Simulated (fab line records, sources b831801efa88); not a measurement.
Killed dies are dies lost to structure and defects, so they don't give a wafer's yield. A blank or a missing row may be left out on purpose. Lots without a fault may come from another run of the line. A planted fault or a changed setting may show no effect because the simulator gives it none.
Which tool did it? | flow sky130 | 13 lots, 39 wafers sampled, at 5 steps of a route of 708

WHAT THE GAUGES READ, wafer by wafer
SKY_VT_ADJUST_PCH_TW_MEAS_10. Usual: VT_ADJUST_PCH_TW 142.3, standard deviation 0.87.
lot  | measured     | on            | VT_ADJUST_PCH_TW  | flag
L971 | day 11 01:22 | film_metro-02 | 142.4 141.7 141.8 |
L973 | day 11 20:11 | film_metro-04 | 143.7 143.6 143.0 |
L976 | day 12 12:07 | film_metro-04 | 142.1 142.2 141.8 |
L977 | day 12 22:47 | film_metro-04 | 142.4 141.6 142.2 |
L978 | day 12 22:49 | film_metro-01 | 143.2 141.6 142.0 |
L979 | day 13 12:55 | film_metro-02 | 141.3 142.3 141.7 |
L981 | day 13 22:22 | film_metro-02 | 143.2 141.6 141.4 |
L984 | day 15 13:02 | film_metro-01 | 149.1 149.2 149.3 | OFF
L986 | day 16 07:41 | film_metro-04 | 150.5 151.7 151.0 | OFF
L990 | day 17 13:56 | film_metro-04 | 143.1 142.6 142.7 |
L991 | day 17 17:30 | film_metro-01 | 142.5 142.2 141.6 |
L992 | day 17 23:01 | film_metro-01 | 142.3 142.1 141.9 |
L993 | day 18 05:28 | film_metro-01 | 141.9 141.1 141.8 |

SKY_GATE_OXIDE_OVL_MEAS_10. Usual: GATE_OXIDE_OVL 0.7 nm, standard deviation 1.3.
lot  | measured     | on         | GATE_OXIDE_OVL (nm) | flag
L971 | day 14 13:37 | overlay-01 | -2.2 -2.4 -1.3      |
L973 | day 15 09:20 | overlay-01 | 0.8 3.5 2.7         |
L976 | day 16 05:02 | overlay-02 | 0.0 3.6 2.3         |
L977 | day 16 14:29 | overlay-02 | -0.6 1.6 0.1        |
L978 | day 16 18:40 | overlay-01 | -0.4 0.4 1.3        |
L979 | day 17 06:16 | overlay-01 | -1.8 -3.4 -0.9      |
L981 | day 17 18:18 | overlay-02 | -0.2 -0.3 -0.4      |
L984 | day 19 14:14 | overlay-01 | -0.1 0.0 -0.6       |
L986 | day 20 11:43 | overlay-01 | 0.7 -0.4 0.5        |
L990 | day 21 19:59 | overlay-02 | 1.5 0.2 1.8         |
L991 | day 22 03:17 | overlay-01 | 2.2 2.8 2.2         |
L992 | day 22 03:42 | overlay-02 | 0.7 0.6 0.9         |
L993 | day 22 12:26 | overlay-02 | 0.4 1.5 -0.2        |

SKY_POLY_CUT_OVL_MEAS_09. Usual: POLY_CUT_OVL -1 nm, standard deviation 5.2.
lot  | measured     | on         | POLY_CUT_OVL (nm) | flag
L971 | day 25 01:32 | overlay-02 | 4 1 -2            |
L973 | day 26 01:48 | overlay-02 | -2 1 3            |
L976 | day 26 20:41 | overlay-01 | 5 8 17            |
L977 | day 27 09:10 | overlay-02 | -8 -5 -1          |
L978 | day 27 10:06 | overlay-02 | 4 -1 6            |
L979 | day 28 01:48 | overlay-02 | -3 -4 -6          |
L981 | day 28 10:40 | overlay-01 | -2 -6 -1          |
L984 | day 30 03:37 | overlay-01 | 12 1 5            |
L986 | day 30 21:45 | overlay-02 | -2 3 -1           |
L990 | day 32 04:59 | overlay-01 | 0 -4 -2           |
L991 | day 32 12:23 | overlay-01 | -3 -3 2           |
L992 | day 32 10:07 | overlay-01 | -5 -3 -10         |
L993 | day 32 16:07 | overlay-02 | 0 -6 -2           |

SKY_SD_N_RS_MEAS_18: measures by four-point-probe. Usual: RES_XHIGH_RS 332.8 ohm/sq, standard deviation 1.1.
lot  | measured     | on            | RES_XHIGH_RS (ohm/sq) | flag
L971 | day 28 19:16 | film_metro-02 | 332.8 335.1 333.9     |
L973 | day 29 17:52 | film_metro-02 | 331.4 331.6 332.2     |
L976 | day 30 13:31 | film_metro-04 | 332.2 331.9 330.9     |
L977 | day 31 00:26 | film_metro-01 | 332.7 332.7 333.3     |
L978 | day 31 02:00 | film_metro-02 | 332.6 332.4 332.5     |
L979 | day 31 17:10 | film_metro-02 | 332.7 332.4 331.0     |
L981 | day 32 00:22 | film_metro-01 | 335.2 334.6 334.9     |
L984 | day 33 15:54 | film_metro-02 | 333.6 333.2 331.7     |
L986 | day 34 08:39 | film_metro-01 | 333.2 331.9 331.8     |
L990 | day 35 14:53 | film_metro-01 | 332.4 333.3 332.5     |
L991 | day 35 22:29 | film_metro-02 | 334.8 333.3 334.1     |
L992 | day 35 17:47 | film_metro-04 | 332.2 332.4 332.5     |
L993 | day 36 01:50 | film_metro-04 | 334.3 333.4 333.2     |

WHICH TOOL RAN EACH LOT (tool, then ch and the chambers of the sampled wafers, then the start)
lot  | SKY_VT_ADJUST_PCH_IMPLANT_08
L971 | implanter-03 ch 0, day 11 01:07
L973 | implanter-01 ch 0, day 11 19:58
L976 | implanter-03 ch 0, day 12 11:53
L977 | implanter-03 ch 0, day 12 22:34
L978 | implanter-01 ch 0, day 12 22:35
L979 | implanter-03 ch 0, day 13 12:41
L981 | implanter-01 ch 0, day 13 22:07
L984 | implanter-03 ch 0, day 15 12:49
L986 | implanter-03 ch 0, day 16 07:27
L990 | implanter-02 ch 0, day 17 13:42
L991 | implanter-01 ch 0, day 17 17:18
L992 | implanter-01 ch 0, day 17 22:46
L993 | implanter-02 ch 0, day 18 05:14
- SKY_VT_ADJUST_PCH_IMPLANT_08

WHAT THE TOOLS THEMSELVES READ (means of the sampled wafers that have a number; where no wafer has one, the mark that the record gives instead)
SKY_VT_ADJUST_PCH_IMPLANT_08. Usual: beam_on_s 10.01 s, standard deviation 0.21; end_station_pressure_torr 5e-06 Torr, standard deviation 2.8e-07; faraday_current_uA 2.82, standard deviation 0.058.
lot  | tool         | beam_on_s (s) | end_station_pressure_torr (Torr) | faraday_current_uA | flag
L971 | implanter-03 | 10.03         | 5e-06                            | 2.81               |
L973 | implanter-01 | 10.00         | 5e-06                            | 2.83               |
L976 | implanter-03 | 9.95          | 5e-06                            | 2.83               |
L977 | implanter-03 | 9.86          | 5e-06                            | 2.86               |
L978 | implanter-01 | 10.07         | 5e-06                            | 2.81               |
L979 | implanter-03 | 10.00         | 5e-06                            | 2.82               |
L981 | implanter-01 | 10.22         | 5e-06                            | 2.76               |
L984 | implanter-03 | 12.05         | 1e-04                            | 2.37               | OFF
L986 | implanter-03 | 12.03         | 1e-04                            | 2.37               | OFF
L990 | implanter-02 | 9.94          | 5e-06                            | 2.83               |
L991 | implanter-01 | 10.11         | 5e-06                            | 2.79               |
L992 | implanter-01 | 9.85          | 5e-06                            | 2.86               |
L993 | implanter-02 | 10.16         | 5e-06                            | 2.78               |

THE ANSWER, worked out from the rows above alone
Rule: a lot is off if the mean of its wafers that have a number lies more than 3 standard deviations from the usual mean. A lot without any number at a reading at which 4 lots or more have one is off too. The other lots that the step has rows for count as sound. The gauges are gone through in route order, then the tools' own readings, and for those a lot's mean is taken as printed above. The first step at which some lot is off is used, and at that step the reading that is off furthest; a lot without a number counts as furthest.
Off: L984, L986, at SKY_VT_ADJUST_PCH_TW_MEAS_10 (VT_ADJUST_PCH_TW).
A tool fits if, at a process step before that reading, it ran every lot that is off, and no sound lot after the first of them. The gauges at SKY_VT_ADJUST_PCH_TW_MEAS_10 aren't tried: what is off there is off at SKY_VT_ADJUST_PCH_IMPLANT_08 too, on other tools, and a gauge's error can't cause that. One fits: implanter-03 at SKY_VT_ADJUST_PCH_IMPLANT_08. Its last sound lot is L979 (day 13 12:41), its first lot that is off L984 (day 15 12:49): a fault that began between those two fits.
The tool's own readings at SKY_VT_ADJUST_PCH_IMPLANT_08 bear it out: on the lots that are off they differ by more than 5 times the standard deviation of the sound lots' means. beam_on_s reads 12.04 s there against 10.02 s on the sound lots; end_station_pressure_torr reads 1e-04 Torr there against 5e-06 Torr on the sound lots; faraday_current_uA reads 2.37 there against 2.82 on the sound lots.

WHAT THE SIMULATOR HAD PUT IN
Process parameter drift: implanter-03, from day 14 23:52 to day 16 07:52, at SKY_VT_ADJUST_PCH_IMPLANT_08. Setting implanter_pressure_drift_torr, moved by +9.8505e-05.
Process parameter drift: implanter-03, from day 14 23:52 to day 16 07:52, at SKY_VT_ADJUST_PCH_IMPLANT_08. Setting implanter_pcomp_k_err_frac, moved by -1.
Lots struck among those shown: L984, L986. The rule above found the same.
